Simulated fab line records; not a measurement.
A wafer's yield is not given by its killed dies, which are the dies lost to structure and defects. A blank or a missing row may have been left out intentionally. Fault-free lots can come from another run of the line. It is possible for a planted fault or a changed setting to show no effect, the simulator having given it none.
What tool caused it?	flow gf180mcu	Sampling: 6 lots, 18 wafers, 2 of 602 route steps

WHAT EACH GAUGE READ, for each wafer
GF_DUAL_GATE_THK_MEAS_03.
lot	measured	on	DUAL_GATE_OXIDATION_00_THK (nm)
L986	day 7 22:35	filmMetro-02	10.89 10.87 10.72
L991	day 9 09:36	filmMetro-03	11.12 11.32 11.16
L993	day 9 23:22	filmMetro-02	11.27 11.17 11.33
L101	day 12 01:47	filmMetro-02	11.06 11.26 11.22
L103	day 12 17:05	filmMetro-01	10.88 10.91 10.81
L105	day 13 06:26	filmMetro-03	10.91 10.98 10.78

EACH LOT AND THE TOOL THAT RAN IT (in order: tool; ch and the chambers of the sampled wafers; start)
lot	GF_VT_IMPLANT_STRIP_09
L986	plasmaAsher-03 ch 0, day 5 21:29
L991	plasmaAsher-03 ch 0,1, day 7 04:14
L993	plasmaAsher-03 ch 0,1, day 7 18:08
L101	plasmaAsher-04 ch 0,1, day 9 17:22
L103	plasmaAsher-03 ch 0,1, day 10 06:10
L105	plasmaAsher-02 ch 0,1, day 10 17:44
- GF_VT_IMPLANT_STRIP_09: strips in O2/N2.

THE ANSWER, worked out from the rows above alone
Rule: the lots themselves supply what counts as usual. The widest of any qualifying gaps counts: lots, ordered by their means at a reading, are off when they make up no more than a third of the lots, leave a main group of 4 or more, and stand apart from it by 3 or more times the standard deviation of that group's means. If all means in a main group match to the digits the tables above print for the reading, that group is not used. Also off: a lot with no number at a reading for which 4 or more lots have one. The other lots that the step has rows for count as sound.
No lot is off at any reading shown: from this, nothing can be told.

WHAT HAD BEEN PUT IN BY THE SIMULATOR
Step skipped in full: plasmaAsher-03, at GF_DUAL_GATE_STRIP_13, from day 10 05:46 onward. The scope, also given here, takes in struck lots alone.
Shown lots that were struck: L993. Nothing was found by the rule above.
